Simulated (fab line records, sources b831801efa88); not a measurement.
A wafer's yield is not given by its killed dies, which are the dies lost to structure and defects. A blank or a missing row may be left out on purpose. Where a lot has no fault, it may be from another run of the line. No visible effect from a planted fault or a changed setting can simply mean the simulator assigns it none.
A struck lot beside a sound one || flow sfq-line || 24 out of 325 route steps
Sound: the wafers L504.2, L504.3, L504.6. The struck wafers were L491.1, L491.3, L491.5. The cause comes at the end.
Order at every step that has rows: each side's tool, ch and its chambers, its first start. Under that, the readings that differ: sound wafers || struck wafers || difference of the means || sigmas: that difference in standard deviations of wafers without a fault.
alike: readings whose means differ by less than 2 such deviations, and words and numbers that are the same on both sides. not compared: withheld readings, readings that some wafer has no value for, bounds like >300 that may hide the same value, and numbers for which the record gives no deviation and whose values overlap.
A row with sigmas, a row that says differs or no value, or rows on one side alone: a step with any of these is where the two part. Numbers that have no deviation but don't overlap get no sigmas and don't part them. A reading that every wafer of one side lacks parts them only if that side has two wafers or more.

first, 2 steps without rows for these wafers: SFQ_TRILAYER_C5_STRIP_SOLV_CLEAN_156 (cleans in NMP, time 600 s); SFQ_TRILAYER_M6_DEP_PRE_CLEAN_158 (time 22.5 s).
SFQ_TRILAYER_M6_DEP_SPUTTER_157: material Nb, target thk 200 nm, time 133.3 s.
  struck on pvd-sputter-06, day 72 23:01; sound on pvd-sputter-06, day 77 11:53
  alike: cathode-dc-power-W, throttle-valve-pct
SFQ_M6_RS_MEAS_938: measures by four-point-probe.
  struck on film-metro-04, day 72 23:06; sound on film-metro-04, day 77 11:59
{"reading": "M6_NB_RS (ohm/sq)", "sound": "0.909 0.910 0.908", "struck": "0.883 0.875 0.885", "difference": -0.028, "sigmas": -3}
then, 6 steps without rows for these wafers: SFQ_TRILAYER_M6_LITHO_COAT_164 (resist thk 62 nm); SFQ_TRILAYER_M6_LITHO_COAT_159 (resist thk 600 nm); SFQ_TRILAYER_M6_LITHO_SOFTBAKE_163; SFQ_TRILAYER_M6_LITHO_EXPOSE_160 (exposes mask M6, target cd 500 nm); SFQ_TRILAYER_M6_LITHO_PEB_162 (peb time 60 s); SFQ_TRILAYER_M6_LITHO_DEVELOP_161 (time 60 s).
SFQ_M6_OVL_MEAS_940:
  struck on overlay-02, day 73 05:04; sound on overlay-02, day 77 18:01
  alike: M6_OVL
SFQ_TRILAYER_M6_BARC_OPEN_METAL_ETCH_206: etches BARC in O2, target depth 125 nm, time 41.7 s.
  sound on rie-metal-01 ch 0, day 77 18:02; struck on rie-metal-03 ch 0,1, day 73 05:07
  no value came back on the struck wafers for bias-w (W), chamber-pressure-mTorr (mTorr), drypump-motor-current-A (A), oes-product-au (a.u.); on the sound wafers bias-w (W) reads 79.89 79.84 79.87
{"reading": "model.KrF_of_TRILAYER_M6_LITHO_COAT_159.thk-nm (nm)", "sound": "519.8 516.6 517.5", "struck": "573.2 574.2 574.2", "difference": "+55.9", "sigmas": ""}
  not compared: rf-hours-counter-h
SFQ_TRILAYER_M6_ETCH_METAL_ETCH_162: etches Nb in Cl2/Ar, stops on SiO2, target depth 240 nm, time 120 s.
  sound on rie-metal-01 ch 0, day 77 18:06; struck on rie-metal-03 ch 0,1, day 73 05:10
{"reading": "oes-product-au (a.u.)", "sound": "0.888 0.890 0.882", "struck": "0.374 0.365 0.374", "difference": -0.516, "sigmas": -81}
{"reading": "model.KrF_of_TRILAYER_M6_LITHO_COAT_159.thk-nm (nm)", "sound": "377.6 374.1 374.5", "struck": "432.8 434.6 433.1", "difference": "+58.1", "sigmas": ""}
  alike: bias-w, chamber-pressure-mTorr, drypump-motor-current-A
  not compared: rf-hours-counter-h
SFQ_TRILAYER_M6_STRIP_STRIP_163: strips in O2.
  sound on rie-metal-01 ch 0, day 77 18:13; struck on rie-metal-03 ch 0,1, day 73 05:17
  alike: chamber-pressure-mTorr, drypump-motor-current-A, oes-product-au
  not compared: rf-hours-counter-h
then, 1 step without rows for these wafers: SFQ_TRILAYER_M6_STRIP_SOLV_CLEAN_164 (cleans in NMP, time 600 s).
SFQ_TRILAYER_I6_DEP_PECVD_165: deposits SiO2 from SiH4/N2O, time 111.11 s, target thk 500 nm.
  sound on pecvd-02 ch 0,1, day 77 19:00; struck on pecvd-03 ch 0,1,2, day 73 06:04
  alike: chamber-pressure-Torr, heater-power-w, throttle-valve-pct
  not compared: since-wet-clean-h
SFQ_TRILAYER_I6_CMP_CMP_166: polishes SiO2.
  sound on cmp-01 ch 1,2, day 77 20:20; struck on cmp-01 ch 0,3, day 73 06:38
  alike: motor-current-A, time-to-endpoint-s
SFQ_I6_BOW_MEAS_941:
  struck on film-metro-03, day 73 09:08; sound on film-metro-02, day 77 23:22
  alike: I6_BOW
SFQ_TRILAYER_I6_METRO_MEASURE_167:
  struck on film-metro-03, day 73 09:16; sound on film-metro-02, day 77 23:40
  alike: thk-nm
then, 3 steps without rows for these wafers: SFQ_TRILAYER_I6_VIA_LITHO_COAT_174 (resist thk 62 nm); SFQ_TRILAYER_I6_VIA_LITHO_COAT_169 (resist thk 650 nm); SFQ_TRILAYER_I6_VIA_LITHO_SOFTBAKE_173.
SFQ_TRILAYER_I6_VIA_LITHO_EXPOSE_170: exposes mask I6, target cd 700 nm.
  sound on krf-scanner-01 ch 0, day 78 07:51; struck on krf-scanner-02, day 73 11:13
  no value came back on the struck wafers for exposure-dose-mJ-cm2, focus-offset-nm (nm), na, sigma-outer; on the sound wafers exposure-dose-mJ-cm2 reads 21.336 21.324 21.304
  alike: mask
then, 1 step without rows for these wafers: SFQ_TRILAYER_I6_VIA_LITHO_PEB_172 (peb time 60 s).

## WHERE THEY PART
Last at SFQ_TRILAYER_I6_VIA_LITHO_EXPOSE_170 as far as this record goes, first at SFQ_M6_RS_MEAS_938.

WHY: whatever the simulator had introduced
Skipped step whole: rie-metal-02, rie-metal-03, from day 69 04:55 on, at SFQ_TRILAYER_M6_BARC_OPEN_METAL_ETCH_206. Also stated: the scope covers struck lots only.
